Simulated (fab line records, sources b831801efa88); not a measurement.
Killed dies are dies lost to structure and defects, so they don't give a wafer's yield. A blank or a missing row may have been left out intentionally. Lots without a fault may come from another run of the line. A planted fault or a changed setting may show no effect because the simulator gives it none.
fab line records ; flow gf180mcu
record: lots: 7; wafers: 18; lastDay: 34
route steps=602 shown HV_LDD@190
lots untouched by any fault: they come from a run of this same line in which no faults occurred
startH: the number of hours between the record's first day and the start of the first shown wafer of the lot ; waitH: time in hours since the lot's previous step ; " unchanged from the row above ; L1.1+2: a row that stands for several wafers ; - no value present, or no start provided ; * or withheld: withheld ; < > ~ a bound
route shown NAME@n: a module of which the file shows steps, and the number in the route of the first ; usual: average and standard deviation across the fault-free wafers ; same: alike in all rows ; chamber/n: place in a boat ; sites: per-site readings ; _std_site: their standard deviation ; _edge_site: inner sites' mean taken away from outer sites' mean ; radiusMm: for every site, how far away it sits from the centre of the wafer ; mask NAME#n: copy n ; behind: tool/chamber where the wafer was last shaped ; hold: why the lot was held/for how many hours/how that ended ; device: the n, p or np transistor that did not switch ; end of line: at the end of the route, the tests of the same wafers ; a step with no rows: only its recipe ; killed: the dies lost at the first sort to structure and to defects; this is not the yield of the wafer ; map: shows each die of a wafer: x if killed, . if not, _ if none is there
set.NAME: the setting that was run; set.NAME@STEP: the one run at that earlier step ; model.NAME: the simulator's own value behind a step, which no gauge read
a table for each step, a row for each wafer; lots at some steps of the route
services: a tool's chamber out of use, with start hour (startH, from the record's first day; less than 0 if before it), hours out, and reason
== steps ==
step: GF_HV_LDD_COAT_14
recipe: resist: NOVOLAK; spinRpm: 3000; resistThkNm: 1000
step: GF_HV_LDD_SOFTBAKE_15
recipe: tempC: 90; timeS: 60; resist: NOVOLAK
step: GF_HV_LDD_EXPOSE_16
recipe: maskId: Pplus_LV_AREA; targetCdNm: 400; na: 0.6; sourceShape: conventional; sigmaOuter: 0.6; doseMj: 140
step: GF_HV_LDD_PEB_17
recipe: tempC: withheld; timeS: *; resist: NOVOLAK
step: GF_HV_LDD_DEVELOP_18
recipe: developTimeS: 60; devTempC: 23
step: GF_HV_LDD_CD_MEAS_19
recipe: targetCdNm: 400
usual: cdNm: 400.0/2.2
lot.wafer;tool;chamber;startH;waitH;cdNm
L669.2;cdSem-02;-;245.82;0.1;397.4
L669.3;cdSem-02;-;245.82;0.1;399.9
L669.6;cdSem-02;-;245.82;0.1;397.1
L673.2;cdSem-01;-;271.37;0.1;405.8
L673.3;cdSem-01;-;271.37;0.1;402.9
L673.5;cdSem-01;-;271.37;0.1;400.1
L680.2;cdSem-02;-;321.32;0.1;400.8
L680.4;cdSem-02;-;321.32;0.1;401.2
L680.5;cdSem-02;-;321.32;0.1;400.8
L689.3;cdSem-01;-;387.39;0.1;399.4
L689.4;cdSem-01;-;387.39;0.1;397.0
L690.3;cdSem-02;-;396.79;0.1;400.9
L690.4;cdSem-02;-;396.79;0.1;400.1
L691.5;cdSem-02;-;399.78;0.1;400.3
L691.6;cdSem-02;-;399.78;0.1;399.8
L692.2;cdSem-01;-;409.62;0.1;402.7
L692.3;cdSem-01;-;409.62;0.1;401.6
L692.6;cdSem-01;-;409.62;0.1;402.3
step: GF_HV_LDD_OVL_MEAS_20
usual: HV_LDD_01_OVL: 0.9/1.4
lot.wafer;tool;chamber;startH;waitH;HV_LDD_01_OVL[nm]
L669.2;overlay-01;-;245.93;0.1;3.3
L669.3;overlay-01;-;245.93;0.1;2.6
L669.6;overlay-01;-;245.93;0.1;0.4
L673.2;overlay-01;-;271.47;0.1;1.1
L673.3;overlay-01;-;271.47;0.1;1.4
L673.5;overlay-01;-;271.47;0.1;0.9
L680.2;overlay-01;-;321.42;0.1;2.1
L680.4;overlay-01;-;321.42;0.1;1.5
L680.5;overlay-01;-;321.42;0.1;0.2
L689.3;overlay-02;-;387.48;0.1;1.2
L689.4;overlay-02;-;387.48;0.1;-2.2
L690.3;overlay-02;-;396.88;0.1;0.1
L690.4;overlay-02;-;396.88;0.1;1.1
L691.5;overlay-02;-;399.84;0.0;2.1
L691.6;overlay-02;-;399.84;0.0;2.9
L692.2;overlay-02;-;409.73;0.1;1.5
L692.3;overlay-02;-;409.73;0.1;2.2
L692.6;overlay-02;-;409.73;0.1;1.2
step: GF_HV_LDD_IMPLANT_21
recipe: species: BF2; energyKev: 25; doseCm2: 5e+13; tiltDeg: 7
step: GF_HV_LDD_STRIP_22
recipe: chemistry: O2/N2; powerW: 1400; pressureMtorr: 1500; platenTempC: 250; o2FlowSccm: 3000; n2FlowSccm: 300; overashFraction: 0.5
usual: drypumpMotorCurrentA: 5.8/0.36; heaterPowerW: 322/13; oesProductAu: 0.716/0.0043; stripTimeToEndpointS: 12.62/0.033
same: overashFraction: 0.5
lot.wafer;tool;chamber;startH;waitH;drypumpMotorCurrentA;heaterPowerW;oesProductAu;rfHoursCounterH;stripTimeToEndpointS
L669.2;plasmaAsher-02;1;246.11;0.1;5.7;342;0.712;15;12.64
L669.3;plasmaAsher-02;1;246.11;0.1;5.7;344;0.714;-;12.60
L669.6;plasmaAsher-02;1;246.11;0.1;5.7;348;0.709;-;12.61
L673.2;plasmaAsher-02;0;271.65;0.1;6.0;300;0.719;17;12.66
L673.3;plasmaAsher-02;0;271.65;0.1;6.0;304;0.704;-;12.67
L673.5;plasmaAsher-02;1;271.65;0.1;5.7;345;0.720;-;12.67
L680.2;plasmaAsher-03;1;321.60;0.1;6.0;325;0.717;57;12.59
L680.4;plasmaAsher-03;0;321.60;0.1;6.5;337;0.711;-;12.60
L680.5;plasmaAsher-03;0;321.60;0.1;6.5;331;0.709;-;12.61
L689.3;plasmaAsher-01;1;387.69;0.1;5.3;315;0.712;-;12.60
L689.4;plasmaAsher-01;0;387.69;0.1;5.9;334;0.713;-;12.63
L690.3;plasmaAsher-01;1;397.09;0.1;5.3;316;0.716;-;12.66
L690.4;plasmaAsher-01;0;397.09;0.1;5.9;335;0.710;-;12.66
L691.5;plasmaAsher-01;0;400.07;0.1;5.9;331;0.715;-;12.65
L691.6;plasmaAsher-01;1;400.07;0.1;5.3;313;0.718;-;12.66
L692.2;plasmaAsher-02;1;409.91;0.1;5.7;348;0.715;26;12.70
L692.3;plasmaAsher-02;0;409.91;0.1;6.0;315;0.714;-;12.66
L692.6;plasmaAsher-02;1;409.91;0.1;5.7;346;0.719;-;12.65
step: GF_HV_LDD_TW_MEAS_23
usual: HV_LDD_2_TW: 1052/10
lot.wafer;tool;chamber;startH;waitH;HV_LDD_2_TW
L669.2;filmMetro-02;-;246.22;0.1;1038
L669.3;filmMetro-02;-;246.22;0.1;1036
L669.6;filmMetro-02;-;246.22;0.1;1041
L673.2;filmMetro-04;-;271.76;0.1;1067
L673.3;filmMetro-04;-;271.76;0.1;1064
L673.5;filmMetro-04;-;271.76;0.1;1065
L680.2;filmMetro-03;-;321.71;0.1;1052
L680.4;filmMetro-03;-;321.71;0.1;1056
L680.5;filmMetro-03;-;321.71;0.1;1051
L689.3;filmMetro-02;-;387.78;0.1;1040
L689.4;filmMetro-02;-;387.78;0.1;1042
L690.3;filmMetro-02;-;397.18;0.1;1035
L690.4;filmMetro-02;-;397.18;0.1;1040
L691.5;filmMetro-03;-;400.14;0.0;1057
L691.6;filmMetro-03;-;400.14;0.0;1057
L692.2;filmMetro-03;-;410.02;0.1;1048
L692.3;filmMetro-03;-;410.02;0.1;1046
L692.6;filmMetro-03;-;410.02;0.1;1057
step: GF_HV_LDD_DEHYDRATE_24
recipe: tempC: 200; timeS: 60
step: GF_HV_LDD_HMDS_25
recipe: primeTimeS: 60; primeTempC: 120
step: GF_HV_LDD_COAT_26
recipe: resist: NOVOLAK; spinRpm: 3000; resistThkNm: 1000
usual: dispensePressureKPa: 53/4
lot.wafer;tool;chamber;startH;waitH;dispensePressureKPa;model.NOVOLAK_of_HV_LDD_COAT_26.thkNm
L669.2;lithoTrack-04;0;255.33;0.1;48;998.5
L669.3;lithoTrack-04;0;255.33;0.1;48;997.4
L669.6;lithoTrack-04;0;255.33;0.1;48;997.9
L673.2;lithoTrack-04;0;281.68;0.1;48;1001
L673.3;lithoTrack-04;0;281.68;0.1;48;996.1
L673.5;lithoTrack-04;0;281.68;0.1;48;994.9
L680.2;lithoTrack-03;0;331.92;0.1;57;1003
L680.4;lithoTrack-03;0;331.92;0.1;57;1004
L680.5;lithoTrack-03;0;331.92;0.1;57;1002
L689.3;lithoTrack-03;0;398.70;0.1;57;977.5
L689.4;lithoTrack-03;0;398.70;0.1;57;1001
L690.3;lithoTrack-03;0;408.75;0.1;57;978.3
L690.4;lithoTrack-03;0;408.75;0.1;57;997.9
L691.5;lithoTrack-03;0;411.55;0.1;57;1003
L691.6;lithoTrack-03;0;411.55;0.1;57;981.9
L692.2;lithoTrack-04;0;421.53;0.1;48;1002
L692.3;lithoTrack-04;0;421.53;0.1;48;1000
L692.6;lithoTrack-04;0;421.53;0.1;48;1002
step: GF_HV_LDD_SOFTBAKE_27
recipe: tempC: 90; timeS: 60; resist: NOVOLAK
step: GF_HV_LDD_EXPOSE_28
recipe: maskId: Nplus_HV_AREA; targetCdNm: 400; na: 0.6; sourceShape: conventional; sigmaOuter: 0.6; doseMj: 140
step: GF_HV_LDD_PEB_29
recipe: tempC: withheld; timeS: *; resist: NOVOLAK
step: GF_HV_LDD_DEVELOP_30
recipe: developTimeS: 60; devTempC: 23
lot.wafer;tool;chamber;startH;waitH;model.NOVOLAK_of_HV_LDD_COAT_26.thkNm
L669.2;lithoTrack-01;0;264.62;0.1;998
L669.3;lithoTrack-01;0;264.62;0.1;996.9
L669.6;lithoTrack-01;0;264.62;0.1;997.5
L673.2;lithoTrack-03;0;291.42;0.1;1000
L673.3;lithoTrack-03;0;291.42;0.1;995.7
L673.5;lithoTrack-03;0;291.42;0.1;994.5
L680.2+5;lithoTrack-04;0;342.13;0.1;1002
L680.4;lithoTrack-04;0;342.13;0.1;1003
L689.3;lithoTrack-03;0;410.45;0.1;977.1
L689.4;lithoTrack-03;0;410.45;0.1;1001
L690.3;lithoTrack-04;0;420.50;0.1;977.9
L690.4;lithoTrack-04;0;420.50;0.1;997.5
L691.5;lithoTrack-01;0;423.69;0.1;1003
L691.6;lithoTrack-01;0;423.69;0.1;981.5
L692.2+6;lithoTrack-03;0;433.57;0.1;1002
L692.3;lithoTrack-03;0;433.57;0.1;999.8
step: GF_HV_LDD_CD_MEAS_31
recipe: targetCdNm: 400
usual: cdNm: 399.8/2.6
lot.wafer;tool;chamber;startH;waitH;cdNm
L669.2;cdSem-02;-;264.77;0.1;401.0
L669.3;cdSem-02;-;264.77;0.1;400.0
L669.6;cdSem-02;-;264.77;0.1;399.7
L673.2;cdSem-01;-;291.57;0.1;404.9
L673.3;cdSem-01;-;291.57;0.1;404.9
L673.5;cdSem-01;-;291.57;0.1;408.2
L680.2;cdSem-01;-;342.27;0.1;398.5
L680.4;cdSem-01;-;342.27;0.1;399.3
L680.5;cdSem-01;-;342.27;0.1;398.7
L689.3;cdSem-01;-;410.59;0.1;405.2
L689.4;cdSem-01;-;410.59;0.1;402.3
L690.3;cdSem-02;-;420.74;0.2;406.0
L690.4;cdSem-02;-;420.74;0.2;402.4
L691.5;cdSem-02;-;423.82;0.1;402.1
L691.6;cdSem-02;-;423.82;0.1;401.8
L692.2;cdSem-02;-;433.72;0.1;397.2
L692.3;cdSem-02;-;433.72;0.1;397.6
L692.6;cdSem-02;-;433.72;0.1;395.8
step: GF_HV_LDD_OVL_MEAS_32
usual: HV_LDD_02_OVL: 1.1/1.1
lot.wafer;tool;chamber;startH;waitH;HV_LDD_02_OVL[nm]
L669.2;overlay-01;-;264.87;0.1;1.1
L669.3;overlay-01;-;264.87;0.1;0.7
L669.6;overlay-01;-;264.87;0.1;0.6
L673.2;overlay-02;-;291.68;0.1;1.9
L673.3;overlay-02;-;291.68;0.1;-0.6
L673.5;overlay-02;-;291.68;0.1;1.4
L680.2;overlay-01;-;342.38;0.1;1.9
L680.4;overlay-01;-;342.38;0.1;0.3
L680.5;overlay-01;-;342.38;0.1;1.1
L689.3;overlay-01;-;410.68;0.1;0.3
L689.4;overlay-01;-;410.68;0.1;1.1
L690.3;overlay-01;-;420.84;0.1;1.9
L690.4;overlay-01;-;420.84;0.1;-2.0
L691.5;overlay-01;-;423.89;0.0;2.4
L691.6;overlay-01;-;423.89;0.0;1.0
L692.2;overlay-01;-;433.82;0.1;1.9
L692.3;overlay-01;-;433.82;0.1;1.9
L692.6;overlay-01;-;433.82;0.1;1.8
step: GF_HV_LDD_IMPLANT_33
recipe: species: P; energyKev: 60; doseCm2: 7.5e+12; tiltDeg: 30; rotationDeg: 0
step: GF_HV_LDD_IMPLANT_34
recipe: species: P; energyKev: 60; doseCm2: 7.5e+12; tiltDeg: 30; rotationDeg: 90
step: GF_HV_LDD_IMPLANT_35
recipe: species: P; energyKev: 60; doseCm2: 7.5e+12; tiltDeg: 30; rotationDeg: 180
step: GF_HV_LDD_IMPLANT_36
recipe: species: P; energyKev: 60; doseCm2: 7.5e+12; tiltDeg: 30; rotationDeg: 270
step: GF_HV_LDD_STRIP_37
recipe: chemistry: O2/N2; powerW: 1400; pressureMtorr: 1500; platenTempC: 250; o2FlowSccm: 3000; n2FlowSccm: 300; overashFraction: 0.5
usual: drypumpMotorCurrentA: 5.9/0.38; heaterPowerW: 324/13; oesProductAu: 0.716/0.0045; stripTimeToEndpointS: 12.64/0.036
same: overashFraction: 0.5
lot.wafer;tool;chamber;startH;waitH;drypumpMotorCurrentA;heaterPowerW;oesProductAu;rfHoursCounterH;stripTimeToEndpointS
L669.2;plasmaAsher-01;1;265.50;0.1;5.3;313;0.718;48;12.61
L669.3;plasmaAsher-01;0;265.50;0.1;5.9;326;0.717;-;12.58
L669.6;plasmaAsher-01;0;265.50;0.1;5.9;321;0.707;-;12.58
L673.2;plasmaAsher-01;1;292.31;0.1;5.3;309;0.713;51;12.64
L673.3;plasmaAsher-01;0;292.31;0.1;5.9;332;0.714;-;12.57
L673.5;plasmaAsher-01;1;292.31;0.1;5.3;313;0.708;-;12.56
L680.2;plasmaAsher-02;0;343.01;0.1;6.0;314;0.718;19;12.64
L680.4;plasmaAsher-02;0;343.01;0.1;5.9;314;0.721;-;12.68
L680.5;plasmaAsher-02;0;343.01;0.1;6.0;315;0.716;-;12.65
L689.3;plasmaAsher-01;0;411.34;0.1;5.9;329;0.721;-;12.35
L689.4;plasmaAsher-01;1;411.34;0.1;5.3;301;0.721;-;12.65
L690.3;plasmaAsher-01;1;421.49;0.1;5.3;307;0.715;-;12.39
L690.4;plasmaAsher-01;0;421.49;0.1;5.9;324;0.713;-;12.59
L691.5;plasmaAsher-02;1;424.57;0.1;5.7;346;0.721;-;12.64
L691.6;plasmaAsher-02;0;424.57;0.1;6.0;313;0.719;-;12.42
L692.2;plasmaAsher-01;1;434.45;0.1;5.3;299;0.709;67;12.67
L692.3;plasmaAsher-01;0;434.45;0.1;5.9;328;0.712;-;12.62
L692.6;plasmaAsher-01;0;434.45;0.1;5.9;323;0.715;-;12.65
step: GF_HV_LDD_TW_MEAS_38
usual: HV_LDD_3_TW: 1433/14
lot.wafer;tool;chamber;startH;waitH;HV_LDD_3_TW
L669.2;filmMetro-04;-;265.61;0.1;1448
L669.3;filmMetro-04;-;265.61;0.1;1443
L669.6;filmMetro-04;-;265.61;0.1;1443
L673.2;filmMetro-02;-;292.42;0.1;1417
L673.3;filmMetro-02;-;292.42;0.1;1421
L673.5;filmMetro-02;-;292.42;0.1;1422
L680.2;filmMetro-03;-;343.12;0.1;1427
L680.4;filmMetro-03;-;343.12;0.1;1428
L680.5;filmMetro-03;-;343.12;0.1;1430
L689.3;filmMetro-04;-;411.42;0.1;1445
L689.4;filmMetro-04;-;411.42;0.1;1445
L690.3;filmMetro-03;-;421.58;0.1;1432
L690.4;filmMetro-03;-;421.58;0.1;1426
L691.5;filmMetro-04;-;424.64;0.0;1443
L691.6;filmMetro-04;-;424.64;0.0;1453
L692.2;filmMetro-03;-;434.56;0.1;1433
L692.3;filmMetro-03;-;434.56;0.1;1442
L692.6;filmMetro-03;-;434.56;0.1;1443
== services ==
tool;chamber;startH;hours;kind
plasmaAsher-03;-;246.89;0.9;repair
plasmaAsher-01;-;273.58;0.8;repair
plasmaAsher-02;-;285.41;55.8;repair
lithoTrack-01;-;315.67;-;consumableReplace:filter
== key ==
firstSign: step: GF_HV_LDD_STRIP_37; reading: stripTimeToEndpointS; direction: down; sigmas: 7; usual: *; struck: *
effect none on later readings
modelEffect: step: GF_HV_LDD_COAT_26; value: NOVOLAK_of_HV_LDD_COAT_26.thkNm; without: 999.6; struck: 979.2
modelEffect: step: GF_HV_LDD_DEVELOP_30; value: NOVOLAK_of_HV_LDD_COAT_26.thkNm; without: 999.1; struck: 978.8
metAt GF_HV_LDD_COAT_26
struckWafers L689.3,L690.3,L691.6
sortLeftOut L689.3,L690.3
testerLeftOut L689,L690,L691
onsetBetween 331.92 398.70
fault: kind: processParameterDrift; tool: lithoTrack-03; chamber: -; onsetH: 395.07; steps: GF_HV_LDD_COAT_26; channel: resistThkNm; offset: *; shape: step; endH: 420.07; scope: struckWafersOnly; actsIn: *; stated: *
testerLeftOut: of these lots the tester's yield and bins aren't shown, on N5 and GAA mostly nor the transistor test; their killed dies are dies lost to structure and defects alone, not to doping, threshold or leakage, so they don't give the yield
sortLeftOut: the simulated sort isn't trusted on such a fault, so these wafers' sort isn't shown, and their yield isn't known
